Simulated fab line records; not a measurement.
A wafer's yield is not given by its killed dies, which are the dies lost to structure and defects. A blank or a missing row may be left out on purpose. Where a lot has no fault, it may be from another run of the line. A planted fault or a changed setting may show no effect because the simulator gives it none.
Chamber matching | flow sky130 | cmp-02 running SKY_VIA3_CMP_02: 4 sister chambers
The step polishes SiO2. 4 wafers are shown with their chamber, then 10 later ones without.

== WAFERS, EACH WITH ITS CHAMBER ==
wafer  | chamber | motor current A (A)
L089.3 | 2       | 11.2
L089.6 | 3       | 11.9
L091.1 | 1       | 11.7
L091.3 | 0       | 11.4

== WAFERS WITH NO CHAMBER GIVEN ==
wafer  | motor current A (A)
L091.6 | 10.8
L093.2 | 11.9
L093.3 | 10.6
L093.6 | 11.3
L095.2 | 10.9
L095.4 | 12.4
L095.5 | 11.9
L097.1 | 12.3
L097.3 | 11.8
L097.5 | 10.9

== CHAMBER TAKEN BY EACH ==
wafer  | from the rows above               | in truth
L091.6 | can't be placed: 2 or 0 or 1      | 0
L093.2 | can't be placed: 3 or 1 or 0      | 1
L093.3 | can't be placed: 2 or 0 or 1      | 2
L093.6 | can't be placed: 0 or 2 or 1 or 3 | 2
L095.2 | can't be placed: 2 or 0 or 1      | 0
L095.4 | can't be placed: 3 or 1 or 0      | 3
L095.5 | can't be placed: 3 or 1 or 0      | 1
L097.1 | can't be placed: 3 or 1 or 0      | 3
L097.3 | can't be placed: 3 or 1 or 0 or 2 | 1
L097.5 | can't be placed: 2 or 0 or 1      | 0
Correct placement for 0 of the 10. These rows do not allow placing 10 (true chamber among the candidates in 10). 0 placed wrongly.
How it was worked out, from the rows above alone: a wafer's distance from a chamber is the root of the sum, over the readings, of the square of ((its reading less the chamber's mean) divided by the reading's scatter). If the next closest chamber is less than 2 further off than the closest, the wafer can't be placed; otherwise it belongs to the closest. The mean given for a chamber averages the wafers shown for that chamber. The scatter (one wafer shown for each chamber): square how far every hidden wafer sits from the nearest shown wafer, average those squares and take the square root.
